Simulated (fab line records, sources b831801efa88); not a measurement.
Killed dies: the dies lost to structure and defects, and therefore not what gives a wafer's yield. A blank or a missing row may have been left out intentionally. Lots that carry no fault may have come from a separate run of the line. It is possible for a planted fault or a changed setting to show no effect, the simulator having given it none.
One fault seen from 2 desks	flow gf180mcu	each desk has only its own numbers; what lay behind them comes last

== FOR THE TOOL OWNER'S DESK: litho track-02 ==
The tool's own readings at GF_V5_DEVELOP_13 (develop time 60 s): means of the sampled wafers that have a number, for each lot that ran on this tool. If a lot's mean is further than 4 standard deviations from the usual mean, the lot is out of limits and carries the mark OUT (the distance appears in the brackets).
Columns: A = developer temp C at GF_V5_DEVELOP_13, usual 21.00 C
lot	first seen here	A
L230	day 28 11:50	20.96
L233	day 29 06:01	21.11
L238	day 30 08:02	21.06
L240	day 31 02:47	21.01
L241	day 31 05:16	20.89
L242	day 31 05:35	22.01 (+11) OUT
L244	day 31 23:58	21.87 (+9.2) OUT
This desk's verdict: out of limits on L242, L244, starting with L242 at day 31 05:35 (developer temp C at GF_V5_DEVELOP_13). In limits: L230, L233, L238, L240, L241.

== METROLOGY DESK ==
What the gauges read, lot by lot, whatever tool the lot ran on: means of the sampled wafers that have a number. If a lot's mean is further than 4 standard deviations from the usual mean, the lot is out of limits and carries the mark OUT (the distance appears in the brackets).
Columns: A = V5_CVD_02_THK at GF_V5_THK_MEAS_03, usual 1454 nm; B = V5_W_THK at GF_V5_THK_MEAS_25, usual 349 nm
lot	first seen here	A	B
L228	day 26 23:14	1448	339
L230	day 27 16:00	1433	354
L231	day 27 16:19	1447	351
L233	day 28 10:16	1475	349
L235	day 29 05:11	1440	354
L238	day 29 12:27	1439	341
L239	day 29 16:49	1464	348
L240	day 30 08:41	1466	355
L241	day 30 10:38	1451	355
L242	day 30 10:55	1432	347
L243	day 30 22:24	1465	349
L244	day 31 06:14	1453	354
L245	day 31 11:14	1471	340
L246	day 31 16:01	1461	346
This desk's verdict: no lot among the 14 shows anything out of limits.

== PUT TOGETHER ==
At day 31 05:35, on L242, L244, the tool owner's desk was in a position to raise an alarm.
The metrology desk saw nothing out of limits.
The metrology desk has L242, L244 on record, within its limits.
GF_V5_DEVELOP_13 was run on litho track-02 by each of the lots named.

== WHAT HAD BEEN PUT IN BY THE SIMULATOR ==
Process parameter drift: litho track-02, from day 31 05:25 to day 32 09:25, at GF_V5_DEVELOP_13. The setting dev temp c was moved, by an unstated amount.
Lots struck among those shown: L242, L244.
Hours from the fault's start to each desk's first reading out of limits: the tool owner's desk, 0.
